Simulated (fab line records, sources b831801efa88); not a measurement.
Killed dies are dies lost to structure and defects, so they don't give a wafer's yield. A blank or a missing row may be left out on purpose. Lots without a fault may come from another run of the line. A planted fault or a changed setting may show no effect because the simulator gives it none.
fab line records | flow gf180mcu
record lots=24 wafers=72 last_day=34
route steps=602 shown HV_LDD@184 PSD@255 V1@349 V3@430
lots that met no fault: from a run of the same line without faults
start_h: hours from the record's first day to the start of the lot's first wafer shown | wait_h: hours since the lot's step before | " the same as in the row above | L1.1+2: a row that stands for several wafers | - no value, or no start given | * or withheld: withheld | < > ~ a bound
route shown NAME@n: a module of which the file shows steps, and the number in the route of the first | usual: mean/standard deviation of fault-free wafers | same: alike in all rows | chamber/n: place in a boat | sites: the reading at each site | _std_site: their standard deviation | _edge_site: outer sites' mean less inner sites' | radius_mm: how far each site lies from the wafer's centre | mask NAME#n: copy n | behind: the tool/chamber that last shaped the wafer | hold: why the lot was held/for how many hours/how that ended | device: the transistor (n, p or np) that didn't switch | end of line: the same wafers' tests at the end of the route | a step without rows: its recipe alone | killed: dies lost to structure and defects at the first sort, not the wafer's yield | map: a wafer's dies, x killed, . not, _ none there
set.NAME: the setting as run; set.NAME@STEP: as run at that earlier step | model.NAME: the simulator's own value behind a step, which no gauge read
steps of the route over a sample of lots; a table a step, a row a wafer
services: from which hour (start_h, from the record's first day; less than 0 if before it) a tool's chamber was out of use, for how many hours, and why
## steps
# step GF_HV_LDD_OVL_MEAS_08
# usual HV_LDD_OVL=0.7/1.7
# columns lot.wafer tool chamber start_h wait_h HV_LDD_OVL[nm]
L074.3 overlay-01 - 226.16 0.1 2.5
L074.5 " - " " 1.7
L074.6 " - " " 1.3
L076.1 overlay-01 - 233.75 0.1 1.1
L076.2 " - " " -0.1
L076.4 " - " " 1.3
L077.1 overlay-02 - 239.64 0.1 5.1
L077.4 " - " " 4.5
L077.5 " - " " 5.8
L075.1 overlay-01 - 239.94 0.1 0.2
L075.2 " - " " 0.6
L075.5 " - " " 0.7
L078.1 overlay-01 - 254.04 0.1 -0.8
L078.4 " - " " -0.8
L078.6 " - " " -1.2
L079.1 overlay-01 - 256.19 0.1 1.6
L079.3 " - " " 2.3
L079.6 " - " " 0.8
L082.3 overlay-01 - 267.61 0.1 0.8
L082.5 " - " " 0.1
L082.6 " - " " 0.6
L081.3 overlay-01 - 268.86 0.1 0.0
L081.4 " - " " -0.3
L081.6 " - " " -1.3
L080.3 overlay-01 - 269.05 0.1 -2.2
L080.5 " - " " -0.9
L080.6 " - " " -1.7
L083.3 overlay-02 - 283.70 0.1 1.5
L083.4 " - " " 0.0
L083.5 " - " " 0.6
L084.2 overlay-01 - 294.24 0.1 3.9
L084.4 " - " " 3.5
L084.6 " - " " 3.1
L085.1 overlay-01 - 294.53 0.1 1.7
L085.2 " - " " 3.0
L085.4 " - " " 2.8
L086.1 overlay-02 - 306.70 0.1 -1.5
L086.2 " - " " 0.3
L086.4 " - " " -0.3
L087.2 overlay-01 - 318.66 0.1 2.4
L087.3 " - " " 1.8
L087.6 " - " " 2.9
L088.1 overlay-02 - 325.95 0.1 0.5
L088.2 " - " " -0.2
L088.4 " - " " 0.4
L089.1 overlay-01 - 326.25 0.1 2.0
L089.4 " - " " 2.0
L089.5 " - " " 2.1
L090.2 overlay-02 - 337.40 0.1 -0.3
L090.3 " - " " 0.6
L090.4 " - " " 0.9
L091.3 overlay-02 - 344.65 0.1 -0.4
L091.4 " - " " -0.9
L091.5 " - " " -2.0
L092.2 overlay-01 - 346.06 0.1 0.4
L092.5 " - " " -0.6
L092.6 " - " " -0.2
L093.1 overlay-02 - 357.60 0.1 -0.2
L093.3 " - " " -1.4
L093.6 " - " " -1.5
L094.2 overlay-02 - 366.90 0.1 0.3
L094.4 " - " " -0.4
L094.6 " - " " 1.5
L095.1 overlay-02 - 367.50 0.1 2.7
L095.3 " - " " -0.1
L095.6 " - " " 0.9
L096.1 overlay-02 - 376.30 0.1 -1.2
L096.2 " - " " 0.2
L096.4 " - " " 0.5
L097.1 overlay-02 - 383.23 0.1 -1.3
L097.2 " - " " 0.4
L097.3 " - " " 0.3
# step GF_PSD_CD_MEAS_07
# recipe target_cd_nm=400
# usual cd_nm=400.1/2.5
# columns lot.wafer tool chamber start_h wait_h cd_nm
L074.3 cd_sem-01 - 326.31 0.1 404.5
L074.5 " - " " 403.2
L074.6 " - " " 403.4
L076.1 cd_sem-01 - 336.02 0.1 398.6
L076.2 " - " " 398.0
L076.4 " - " " 399.5
L077.1 cd_sem-02 - 340.46 0.1 397.6
L077.4 " - " " 396.1
L077.5 " - " " 399.4
L075.1 cd_sem-01 - 340.76 0.1 399.0
L075.2 " - " " 400.1
L075.5 " - " " 400.1
L078.1 cd_sem-01 - 357.02 0.1 401.7
L078.4 " - " " 400.9
L078.6 " - " " 399.2
L079.1 cd_sem-01 - 360.82 0.1 400.3
L079.3 " - " " 401.9
L079.6 " - " " 401.9
L082.3 cd_sem-01 - 373.50 0.1 401.4
L082.5 " - " " 399.5
L082.6 " - " " 398.7
L080.3 cd_sem-01 - 374.56 0.1 395.6
L080.5 " - " " 399.6
L080.6 " - " " 398.5
L081.3 cd_sem-01 - 375.45 0.1 395.2
L081.4 " - " " 398.8
L081.6 " - " " 395.9
L083.3 cd_sem-01 - 392.60 0.1 396.8
L083.4 " - " " 394.2
L083.5 " - " " 395.9
L084.2 cd_sem-02 - 405.53 0.1 403.0
L084.4 " - " " 402.9
L084.6 " - " " 401.5
L085.1 cd_sem-01 - 406.17 0.1 405.6
L085.2 " - " " 404.4
L085.4 " - " " 405.0
L086.1 cd_sem-02 - 421.21 0.1 401.5
L086.2 " - " " 398.5
L086.4 " - " " 402.3
L087.2 cd_sem-01 - 433.88 0.1 403.5
L087.3 " - " " 402.0
L087.6 " - " " 401.3
L088.1 cd_sem-01 - 444.31 0.1 397.3
L088.2 " - " " 399.4
L088.4 " - " " 399.2
L089.1 cd_sem-01 - 445.96 0.1 398.4
L089.4 " - " " 400.6
L089.5 " - " " 401.1
L090.2 cd_sem-02 - 457.44 0.1 402.8
L090.3 " - " " 405.6
L090.4 " - " " 403.4
L091.3 cd_sem-02 - 466.10 0.1 400.9
L091.4 " - " " 403.3
L091.5 " - " " 400.5
L092.2 cd_sem-01 - 469.68 0.1 399.0
L092.5 " - " " 399.4
L092.6 " - " " 398.5
L093.1 cd_sem-02 - 480.81 0.1 397.5
L093.3 " - " " 399.6
L093.6 " - " " 398.5
L094.2 cd_sem-02 - 489.78 0.1 398.1
L094.4 " - " " 398.4
L094.6 " - " " 398.3
L095.1 cd_sem-01 - 492.01 0.1 398.8
L095.3 " - " " 399.1
L095.6 " - " " 399.7
L096.1 cd_sem-02 - 501.01 0.1 398.8
L096.2 " - " " 399.7
L096.4 " - " " 399.0
L097.1 cd_sem-01 - 506.96 0.1 404.5
L097.2 " - " " 399.9
L097.3 " - " " 402.3
# step GF_V1_CD_MEAS_14
# recipe target_cd_nm=260
# usual cd_nm=260.0/1.3
# columns lot.wafer tool chamber start_h wait_h cd_nm
L074.3 cd_sem-01 - 419.60 0.1 261.7
L074.5 " - " " 261.2
L074.6 " - " " 261.2
L076.1 cd_sem-01 - 431.71 0.1 259.2
L076.2 " - " " 259.9
L076.4 " - " " 259.8
L077.1 cd_sem-01 - 435.26 0.1 261.6
L077.4 " - " " 260.8
L077.5 " - " " 260.1
L075.1 cd_sem-02 - 437.56 0.1 258.8
L075.2 " - " " 259.2
L075.5 " - " " 258.3
L078.1 cd_sem-01 - 454.87 0.1 258.9
L078.4 " - " " 257.8
L078.6 " - " " 258.7
L079.1 cd_sem-02 - 459.57 0.1 259.4
L079.3 " - " " 259.8
L079.6 " - " " 259.4
L082.3 cd_sem-01 - 474.36 0.1 260.1
L082.5 " - " " 259.8
L082.6 " - " " 259.2
L080.3 cd_sem-02 - 476.45 0.1 259.6
L080.5 " - " " 259.2
L080.6 " - " " 260.8
L081.3 cd_sem-02 - 477.10 0.1 260.4
L081.4 " - " " 261.0
L081.6 " - " " 260.4
L083.3 cd_sem-01 - 493.15 0.1 257.5
L083.4 " - " " 257.6
L083.5 " - " " 257.6
L084.2 cd_sem-01 - 507.33 0.1 259.0
L084.4 " - " " 258.3
L084.6 " - " " 259.2
L085.1 cd_sem-01 - 508.31 0.1 263.0
L085.2 " - " " 262.1
L085.4 " - " " 262.5
L086.1 cd_sem-01 - 520.86 0.1 259.2
L086.2 " - " " 259.2
L086.4 " - " " 259.9
L087.2 cd_sem-02 - 533.04 0.1 259.8
L087.3 " - " " 260.8
L087.6 " - " " 260.3
L088.1 cd_sem-02 - 543.56 0.1 260.2
L088.2 " - " " 260.2
L088.4 " - " " 259.8
L089.1 cd_sem-01 - 544.21 0.1 260.8
L089.4 " - " " 260.5
L089.5 " - " " 261.6
L090.2 cd_sem-01 - 555.68 0.1 261.2
L090.3 " - " " 261.5
L090.4 " - " " 262.5
L091.3 cd_sem-01 - 562.50 0.1 259.8
L091.4 " - " " 259.9
L091.5 " - " " 259.7
L092.2 cd_sem-01 - 566.93 0.1 258.8
L092.5 " - " " 258.5
L092.6 " - " " 258.5
L093.1 cd_sem-02 - 576.82 0.1 261.3
L093.3 " - " " 260.0
L093.6 " - " " 259.3
L094.2 cd_sem-02 - 584.58 0.1 261.1
L094.4 " - " " 260.7
L094.6 " - " " 260.3
L095.1 cd_sem-01 - 587.31 0.1 260.4
L095.3 " - " " 260.7
L095.6 " - " " 262.0
L096.1 cd_sem-02 - 594.76 0.1 259.1
L096.2 " - " " 257.1
L096.4 " - " " 258.6
L097.1 cd_sem-01 - 599.61 0.1 261.3
L097.2 " - " " 259.5
L097.3 " - " " 260.7
# step GF_V3_THK_MEAS_01
# recipe reads=SiO2_of_V3_CVD_00
# usual V3_CVD_00_THK=597/7.8
# columns lot.wafer tool chamber start_h wait_h V3_CVD_00_THK[nm]
L074.3 film_metro-01 - 498.66 0.1 596
L074.5 " - " " 605
L074.6 " - " " 592
L076.1 film_metro-04 - 510.13 0.0 598
L076.2 " - " " 595
L076.4 " - " " 593
L077.1 film_metro-01 - 512.82 0.0 609
L077.4 " - " " 603
L077.5 " - " " 586
L075.1 film_metro-03 - 516.00 0.0 590
L075.2 " - " " 602
L075.5 " - " " 599
L078.1 film_metro-04 - 531.78 0.0 614
L078.4 " - " " 607
L078.6 " - " " 594
L079.1 film_metro-03 - 535.13 0.0 599
L079.3 " - " " 595
L079.6 " - " " 600
L082.3 film_metro-03 - 550.51 0.1 595
L082.5 " - " " 594
L082.6 " - " " 590
L081.3 film_metro-04 - 552.12 0.1 590
L081.4 " - " " 587
L081.6 " - " " 599
L080.3 film_metro-03 - 552.37 0.1 593
L080.5 " - " " 592
L080.6 " - " " 583
L083.3 film_metro-01 - 566.96 0.1 606
L083.4 " - " " 591
L083.5 " - " " 594
L084.2 film_metro-01 - 579.65 0.0 597
L084.4 " - " " 597
L084.6 " - " " 596
L085.1 film_metro-01 - 581.85 0.0 599
L085.2 " - " " 588
L085.4 " - " " 583
L086.1 film_metro-01 - 593.65 0.0 597
L086.2 " - " " 591
L086.4 " - " " 596
L087.2 film_metro-01 - 604.34 0.0 602
L087.3 " - " " 597
L087.6 " - " " 596
L088.1 film_metro-04 - 611.31 0.0 595
L088.2 " - " " 599
L088.4 " - " " 607
L089.1 film_metro-01 - 612.15 0.0 605
L089.4 " - " " 587
L089.5 " - " " 598
L090.2 film_metro-03 - 625.25 0.0 613
L090.3 " - " " 601
L090.4 " - " " 598
L091.3 film_metro-03 - 632.72 0.1 584
L091.4 " - " " 608
L091.5 " - " " 581
L092.2 film_metro-03 - 634.93 0.0 602
L092.5 " - " " 614
L092.6 " - " " 608
L093.1 film_metro-03 - 643.62 0.0 609
L093.3 " - " " 615
L093.6 " - " " 617
L094.2 film_metro-03 - 651.46 0.0 604
L094.4 " - " " 606
L094.6 " - " " 589
L095.1 film_metro-01 - 652.62 0.0 591
L095.3 " - " " 610
L095.6 " - " " 597
L096.1 film_metro-04 - 661.48 0.0 604
L096.2 " - " " 602
L096.4 " - " " 598
L097.1 film_metro-01 - 666.15 0.0 603
L097.2 " - " " 602
L097.3 " - " " 592
# step GF_V3_CVD_02
# recipe material=SiO2 target_thk_nm=850 precursor=TEOS temp_c=400 time_s=94.851 rf_w=600
# usual heater_power_w=667/74
# columns lot.wafer tool chamber start_h wait_h heater_power_w since_wet_clean_h
L074.3 pecvd-02 1 498.70 0.0 758 741
L074.5 " 2 " " 563 -
L074.6 " 0 " " 649 -
L076.1 pecvd-01 2 510.19 0.1 719 544
L076.2 " 1 " " 699 544
L076.4 " 0 " " 662 -
L077.1 pecvd-03 0 512.88 0.1 784 338
L077.4 " 2 " " 674 -
L077.5 " 1 " " 694 -
L075.1 pecvd-01 2 516.06 0.1 711 550
L075.2 " 1 " " 728 550
L075.5 " 1 " " 759 -
L078.1 pecvd-03 1 531.84 0.1 704 357
L078.4 " 1 " " 736 -
L078.6 " 0 " " 707 -
L079.1 pecvd-01 0 535.19 0.1 715 569
L079.3 " 1 " " 635 569
L079.6 " 0 " " 578 -
L082.3 pecvd-03 2 550.55 0.0 563 376
L082.5 " 1 " " 685 -
L082.6 " 2 " " 604 -
L081.3 pecvd-01 2 552.16 0.0 638 586
L081.4 " 2 " " 680 -
L081.6 " 0 " " 704 -
L080.3 pecvd-02 0 552.41 0.0 694 794
L080.5 " 0 " " 573 -
L080.6 " 1 " " 783 -
L083.3 pecvd-02 0 567.00 0.0 706 809
L083.4 " 1 " " 794 -
L083.5 " 0 " " 568 -
L084.2 pecvd-02 0 579.70 0.0 714 822
L084.4 " 2 " " 574 -
L084.6 " 1 " " 801 -
L085.1 pecvd-02 1 581.91 0.1 685 824
L085.2 " 2 " " 570 824
L085.4 " 1 " " 753 -
L086.1 pecvd-03 0 593.71 0.1 733 419
L086.2 " 2 " " 614 419
L086.4 " 2 " " 633 -
L087.2 pecvd-01 2 604.39 0.0 745 638
L087.3 " 1 " " 759 638
L087.6 " 0 " " 664 -
L088.1 pecvd-03 2 611.37 0.1 578 437
L088.2 " 0 " " 668 437
L088.4 " 1 " " 585 -
L089.1 pecvd-01 2 612.21 0.1 722 646
L089.4 " 0 " " 691 -
L089.5 " 2 " " 753 -
L090.2 pecvd-01 2 625.30 0.0 687 659
L090.3 " 1 " " 752 659
L090.4 " 0 " " 681 -
L091.3 pecvd-02 2 632.76 0.0 554 28
L091.4 " 1 " " 779 -
L091.5 " 2 " " 607 -
L092.2 pecvd-02 2 634.98 0.0 523 30
L092.5 " 1 " " 764 -
L092.6 " 0 " " 674 -
L093.1 pecvd-02 2 643.68 0.1 595 39
L093.3 " 0 " " 587 39
L093.6 " 2 " " 591 -
L094.2 pecvd-01 0 651.51 0.0 698 685
L094.4 " 0 " " 728 -
L094.6 " 1 " " 631 -
L095.1 pecvd-02 2 652.68 0.1 621 48
L095.3 " 0 " " 558 48
L095.6 " 2 " " 481 -
L096.1 pecvd-03 1 661.54 0.1 701 487
L096.2 " 0 " " 803 487
L096.4 " 1 " " 728 -
L097.1 pecvd-03 1 666.21 0.1 662 492
L097.2 " 2 " " 651 492
L097.3 " 0 " " 755 492
# step GF_V3_CMP_04
# recipe material=SiO2 down_force_psi=4 platen_rpm=60 pad_velocity_m_s=0.94248
# usual motor_current_A=12.9/1.5 time_to_endpoint_s=79/6.3
# columns lot.wafer tool chamber start_h wait_h motor_current_A time_to_endpoint_s
L074.3 cmp-01 1 498.93 0.1 13.0 84
L074.6 " 3 " " 13.0 82
L074.5 " 0 " " 11.9 73
L076.2 cmp-01 3 510.32 0.0 12.9 74
L076.4 " 1 " " 12.2 83
L076.1 " 2 " " 12.4 74
L077.1 cmp-01 1 513.01 0.1 13.6 79
L077.4 " 0 " " 12.0 81
L077.5 " 2 " " 12.3 82
L075.2 cmp-01 0 516.24 0.1 12.4 75
L075.1 " 2 " " 12.3 77
L075.5 " 3 " " 13.3 78
L078.4 cmp-01 1 532.02 0.1 12.8 88
L078.1 " 3 " " 12.6 75
L078.6 " 1 " " 13.2 83
L079.1 cmp-01 2 535.32 0.1 12.1 69
L079.3 " 1 " " 12.9 78
L079.6 " 2 " " 12.8 71
L082.3 cmp-01 3 550.73 0.1 12.9 82
L082.6 " 2 " " 12.1 85
L082.5 " 3 " " 13.6 88
L081.4 cmp-01 0 552.29 0.0 11.7 83
L081.3 " 2 " " 11.6 77
L081.6 " 1 " " 13.0 87
L080.3 cmp-02 2 552.54 0.0 15.9 86
L080.6 " 2 " " 16.1 88
L080.5 " 3 " " 14.8 86
L083.3 cmp-02 1 567.13 0.0 10.0 82
L083.4 " 0 " " 14.7 88
L083.5 " 2 " " 16.5 93
L084.2 cmp-01 1 579.88 0.1 13.5 82
L084.4 " 3 " " 12.7 76
L084.6 " 1 " " 13.1 81
L085.4 cmp-01 1 582.04 0.0 13.0 85
L085.1 " 3 " " 13.3 67
L085.2 " 0 " " 11.9 62
L086.2 cmp-01 0 593.84 0.0 12.5 68
L086.1 " 2 " " 12.4 73
L086.4 " 3 " " 13.2 75
L087.2 cmp-01 1 604.52 0.0 13.2 77
L087.3 " 0 " " 11.8 71
L087.6 " 2 " " 12.9 69
L088.4 cmp-01 0 611.50 0.0 11.2 81
L088.1 " 1 " " 13.2 74
L088.2 " 2 " " 12.9 73
L089.4 cmp-02 1 612.34 0.0 9.1 74
L089.1 " 3 " " 14.5 74
L089.5 " 1 " " 9.7 88
L090.4 cmp-02 3 625.43 0.0 15.0 76
L090.3 " 0 " " 14.2 84
L090.2 " 2 " " 15.6 85
L091.3 cmp-02 0 632.94 0.1 14.5 81
L091.4 " 1 " " 9.6 88
L091.5 " 0 " " 14.5 86
L092.2 cmp-01 1 635.37 0.3 12.3 78
L092.6 " 2 " " 12.6 80
L092.5 " 3 " " 13.1 77
L093.1 cmp-01 0 643.81 0.1 11.4 67
L093.3 " 1 " " 13.2 82
L093.6 " 1 " " 12.6 81
L094.4 cmp-02 2 651.73 0.1 15.7 85
L094.2 " 3 " " 14.8 74
L094.6 " 0 " " 14.2 92
L095.1 cmp-01 3 652.86 0.1 12.5 69
L095.3 " 1 " " 12.6 84
L095.6 " 3 " " 13.6 79
L096.2 cmp-01 1 661.75 0.1 13.0 84
L096.1 " 2 " " 11.9 75
L096.4 " 3 " " 12.8 85
L097.3 cmp-02 0 666.39 0.1 14.1 87
L097.1 " 1 " " 9.6 78
L097.2 " 2 " " 15.5 82
## services
# columns tool chamber start_h hours kind
cmp-01 - 477.09 0.8 repair
pecvd-01 0 489.68 14.7 repair
cmp-02 - 520.15 0.4 repair
cmp-02 - 533.81 1.7 repair
pecvd-02 - 537.37 10.7 repair
pecvd-01 - 542.24 0.8 repair
pecvd-02 - 554.96 3.3 repair
cmp-01 - 556.35 4.2 pm
cmp-01 - 572.38 4.0 pm
cmp-01 - 576.38 - consumable_replace:conditioner
cmp-01 - 576.38 - consumable_replace:pad
cmp-02 - 583.05 4.3 pm
pecvd-02 - 591.12 14.0 pm
pecvd-02 0 591.12 14.0 vent_cycle
pecvd-02 1 591.12 14.0 vent_cycle
pecvd-02 2 591.12 14.0 vent_cycle
pecvd-01 - 599.08 0.3 repair
cmp-01 - 600.08 0.7 repair
pecvd-02 0 605.12 - clean
pecvd-02 1 605.12 - clean
pecvd-03 - 621.68 2.8 pm
pecvd-01 2 634.02 7.9 repair
cmp-02 - 634.85 2.8 pm
cmp-02 - 641.54 0.6 repair
## key
fault none
